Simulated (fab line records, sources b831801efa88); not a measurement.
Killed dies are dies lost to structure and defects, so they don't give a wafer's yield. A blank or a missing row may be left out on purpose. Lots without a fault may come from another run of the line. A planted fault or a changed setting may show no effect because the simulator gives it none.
Problem report in the 8D (eight disciplines) form, filled by code | flow sky130 | the parts of the form that need people (team, actions taken, sign-off) are left out

1. THE PROBLEM
plate_temp_C at SKY_VIA1_SOFTBAKE_08 reads a mean of 99.16 C on 6 wafers of 2 lots; wafers without a fault read 99.98 C with a standard deviation of 0.12. That is -6.8 standard deviations from the usual mean.
The step: time 90 s.
First seen on wafer L304.2, day 37 18:00, on litho_track-01. The record holds 36 wafers of 12 lots with a number at this step. Rule for "out", or "out of limits": more than 4 standard deviations from the usual mean. The other wafers with a number count as sound.

2. WHAT IT IS AND WHAT IT IS NOT
question                    | is                                 | is not
which readings at this step | plate_temp_C, heater_power_total_W | exhaust_pa
which lots                  | L303, L304                         | L294, L296, L298, L300, L301, L302, L309, L312, L315, L316
which wafers of those lots  | all that have a number             | -
read on which tools         | litho_track-01                     | litho_track-03, litho_track-04
when                        | from day 37 18:00                  | up to then (18 sound wafers); but 12 sound wafers of L309, L312, L315, L316 came after

3. SUSPECTS, AND WHAT RULES EACH OUT
Counting: a tool at a process step up to the reading stays a suspect if it ran every lot that is out and no sound lot after the first of them.
- pvd_sputter-02 at SKY_METAL1_SPUTTER_00 (material Ti, target thk 15 nm, time 10 s): kept. It ran every lot that is out, first L304 (day 36 02:28), and no sound lot after that; its last sound lot up to then is L301 (day 34 07:50).
- litho_track-01 at SKY_VIA1_SOFTBAKE_08 (time 90 s): kept. It ran every lot that is out, first L304 (day 37 18:00), and no sound lot after that; its last sound lot up to then is L302 (day 36 10:00). Its own readings are out on those wafers: heater_power_total_W, plate_temp_C.
Left after counting: pvd_sputter-02 at SKY_METAL1_SPUTTER_00, litho_track-01 at SKY_VIA1_SOFTBAKE_08.

4. THE CAUSE (what the simulator had put in)
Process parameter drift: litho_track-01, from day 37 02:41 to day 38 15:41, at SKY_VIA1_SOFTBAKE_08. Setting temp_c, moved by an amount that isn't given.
Counting left 2 suspects, and this tool is among them.

5. THE CHAIN OF EFFECTS, in route order
Each row: a reading whose mean over the struck wafers that have a number lies more than 3 standard deviations from the usual. Only readings for which the record gives a usual standard deviation are gone through. hours: the time from each lot's start at the first step in this table that gives one to its start at this step, as a median over the lots. sigmas: the change in usual standard deviations.
hours | step                 | reading              | usual   | on struck wafers | change | sigmas
0     | SKY_VIA1_SOFTBAKE_08 | heater_power_total_W | 57.36 W | 56.63            | -0.73  | -6.6
0     | SKY_VIA1_SOFTBAKE_08 | plate_temp_C         | 99.98 C | 99.16            | -0.82  | -6.8
The process steps in it:
- SKY_VIA1_SOFTBAKE_08: time 90 s.

6. WHAT WOULD HAVE CAUGHT IT SOONER
In this record the first reading out of limits was taken at day 37 18:00, 15 hours after the fault began at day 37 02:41.
